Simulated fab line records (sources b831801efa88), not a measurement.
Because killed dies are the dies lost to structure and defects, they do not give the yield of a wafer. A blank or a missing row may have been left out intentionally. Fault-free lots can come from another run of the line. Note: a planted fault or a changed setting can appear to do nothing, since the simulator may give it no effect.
Comparing a struck lot with a sound one / flow sky130 / 15 steps out of a route of 708
Sound: these wafers, L968.3, L968.4, L968.5. Struck: wafer L971.5. (L971.3, L971.4 of the same lot were not struck and are left out.) The cause comes at the end.
At each step with rows: each side's tool, then ch and its chambers, then its first start. Under that, the readings that differ: sound wafers / struck wafers / difference of the means / sigmas: that difference in standard deviations of wafers without a fault.
alike: readings whose means differ by less than 2 such deviations, and words and numbers that are the same on both sides. not compared: withheld readings, readings that some wafer has no value for, bounds like >300 that may hide the same value, and numbers for which the record gives no deviation and whose values overlap.
Wherever a step has rows on one side only, a row that says differs or no value, or a row with sigmas, the two part there. When numbers do not overlap yet have no deviation, they are printed without sigmas and do not part them. A reading that every wafer of one side lacks parts them only if that side has two wafers or more.

first, 3 steps without rows for these wafers: SKY_METAL2_EXPOSE_12 (exposes mask MM2, target cd 140 nm); SKY_METAL2_PEB_13; SKY_METAL2_DEVELOP_14 (develop time 60 s).
SKY_METAL2_CD_MEAS_15 targets a cd of 140 nm.
  sound: cdSem-01 at day 37 01:37; struck: cdSem-02 at day 37 20:59
  alike: cdNm
SKY_METAL2_OVL_MEAS_16:
  sound: overlay-01 at day 37 01:42; struck: overlay-02 at day 37 21:04
  alike: METAL2_OVL
SKY_METAL2_DESCUM_17: chemistry O2, time 8 s.
  sound on rieMetal-01 ch 0,1, day 37 01:44; struck on rieMetal-01 ch 0, day 37 21:07
reading=drypumpMotorCurrentA (A); sound=6.3 4.7 4.7; struck=6.2; difference=+1.0; sigmas=+2
  alike: oesProductAu
  not compared: rfHoursCounterH
SKY_METAL2_ETCH_18: etches BARC in N2/H2, stops on SiO2, time 45.9 s, target depth 60 nm.
  sound on rieMetal-01 ch 0,1, day 37 01:47; struck on rieMetal-01 ch 0, day 37 21:12
reading=drypumpMotorCurrentA (A); sound=6.3 4.8 4.7; struck=6.2; difference=+0.9; sigmas=+2
  alike: oesProductAu, throttleValvePct
  not compared: rfHoursCounterH
SKY_METAL2_METAL_ETCH_19: etches the open film in Cl2/BCl3, stops on SiO2, target depth 360 nm, time 78 s.
  sound on rieMetal-01 ch 0,1, day 37 01:51; struck on rieMetal-01 ch 0, day 37 21:21
reading=drypumpMotorCurrentA (A); sound=6.2 4.7 4.7; struck=6.3; difference=+1.1; sigmas=+2
  alike: oesProductAu, throttleValvePct
  not compared: rfHoursCounterH
SKY_METAL2_STRIP_20: strips in O2/N2.
  sound on plasmaAsher-04 ch 0,1, day 37 01:57; struck on plasmaAsher-01 ch 1, day 37 21:30
  alike: drypumpMotorCurrentA, oesProductAu, stripTimeToEndpointS
  not compared: rfHoursCounterH
then, 3 steps without rows for these wafers: SKY_METAL2_STRIP_21 (strips in post etch residue remover, time 1200 s); SKY_METAL2_CLEAN_22 (cleans in IPA, time 180 s); SKY_METAL2_CLEAN_23 (cleans in O3/DIW).
SKY_VIA2_HDPCVD_00: deposits SiO2, target thk 1180 nm, time 196.7 s.
  sound on hdpcvd-02 ch 1,2, day 37 02:31; struck on hdpcvd-01 ch 0, day 37 22:04
reading=runLengthS (s); sound=223.8 223.8 224.2; struck=272.1; difference=+48.2; sigmas=+74
reading=model.SiO2_of_VIA2_HDPCVD_00.thkNm (nm); sound=1162 1174 1174; struck=1458; difference=+288; sigmas=
  alike: sih4FlowSccm
SKY_VIA2_THK_MEAS_01:
  sound: filmMetro-02 at day 37 02:39; struck: filmMetro-02 at day 37 22:26
reading=VIA2_HDPCVD_THK (nm); sound=1161 1174 1174; struck=1458; difference=+288; sigmas=+24
  not compared: hold
SKY_VIA2_CMP_02: polishes SiO2.
  sound on cmp-02 ch 0,2, day 37 02:41; struck on cmp-01 ch 0, day 38 00:43
reading=hold; sound=- - -; struck=awaitDispo/2.2h/release; difference=no value on the sound wafers; sigmas=
  alike: motorCurrentA, slurryFlowMlMin

== WHERE THEY PART ==
Last at SKY_VIA2_CMP_02 as far as this record goes, first at SKY_METAL2_DESCUM_17.

WHY: what the simulator had put in
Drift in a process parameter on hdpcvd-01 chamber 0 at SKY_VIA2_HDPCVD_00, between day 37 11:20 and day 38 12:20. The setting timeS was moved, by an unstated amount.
